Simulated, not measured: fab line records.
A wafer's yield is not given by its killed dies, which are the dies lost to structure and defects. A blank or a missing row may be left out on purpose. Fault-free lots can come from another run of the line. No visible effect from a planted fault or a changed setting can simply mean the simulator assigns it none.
2 desks, one fault | flow sky130 | every desk sees just its own numbers, and what lay behind them comes last

## AT THE METROLOGY DESK
Means of the sampled wafers that have a number, per lot and without regard to the tool the lot ran on: this is what the gauges read. A lot is out of limits, marked OUT, if its mean lies more than 4 standard deviations from the usual mean; the brackets give that distance.
Columns: A = cd_nm at SKY_METAL3_CD_MEAS_13, usual 299.5 nm; B = VIA3_W_RS at SKY_VIA3_RS_MEAS_22, usual 0.294 ohm/sq; C = VIA3_W_THK at SKY_VIA3_THK_MEAS_23, usual 398 nm
lot  | first seen here | A     | B     | C
L976 | day 39 05:37    | 299.3 | 0.295 | 398
L977 | day 39 17:58    | 302.2 | 0.296 | 397
L979 | day 40 05:10    | 296.9 | 0.289 | 404
L980 | day 40 14:04    | 298.4 | 0.296 | 397
L982 | day 40 22:43    | 299.8 | 0.295 | 395
L984 | day 41 14:59    | 300.7 | 0.289 | 404
L985 | day 42 01:49    | 299.9 | 0.292 | 398
L987 | day 42 07:38    | 300.4 | 0.290 | 400
L988 | day 42 20:38    | 299.5 | 0.294 | 396
L996 | day 44 21:28    | 299.5 | 0.287 | 407
Finding of this desk: none of the 10 lots has anything out of limits.

## THE TOOL OWNER'S DESK: cvd_w-02
The tool's own readings at SKY_VIA3_CVD_21 (deposits W, target thk 390 nm, time 117.31 s): means of the sampled wafers that have a number, for each lot that ran on this tool. A lot is out of limits, marked OUT, if its mean lies more than 4 standard deviations from the usual mean; the brackets give that distance.
Columns: A = heater_power_w at SKY_VIA3_CVD_21, usual 790 W
lot  | first seen here | A
L976 | day 40 10:43    | 754
L977 | day 40 21:31    | 758
L980 | day 41 16:58    | 755
L982 | day 42 00:25    | 754
L985 | day 43 04:14    | 813
L988 | day 43 22:54    | 822
L996 | day 45 21:17    | 759
Finding of this desk: none of the 7 lots has anything out of limits.

## TAKEN TOGETHER
From the metrology desk's view, nothing was out of limits.
The tool owner's desk saw nothing out of limits.

## WHAT HAD BEEN PUT IN BY THE SIMULATOR
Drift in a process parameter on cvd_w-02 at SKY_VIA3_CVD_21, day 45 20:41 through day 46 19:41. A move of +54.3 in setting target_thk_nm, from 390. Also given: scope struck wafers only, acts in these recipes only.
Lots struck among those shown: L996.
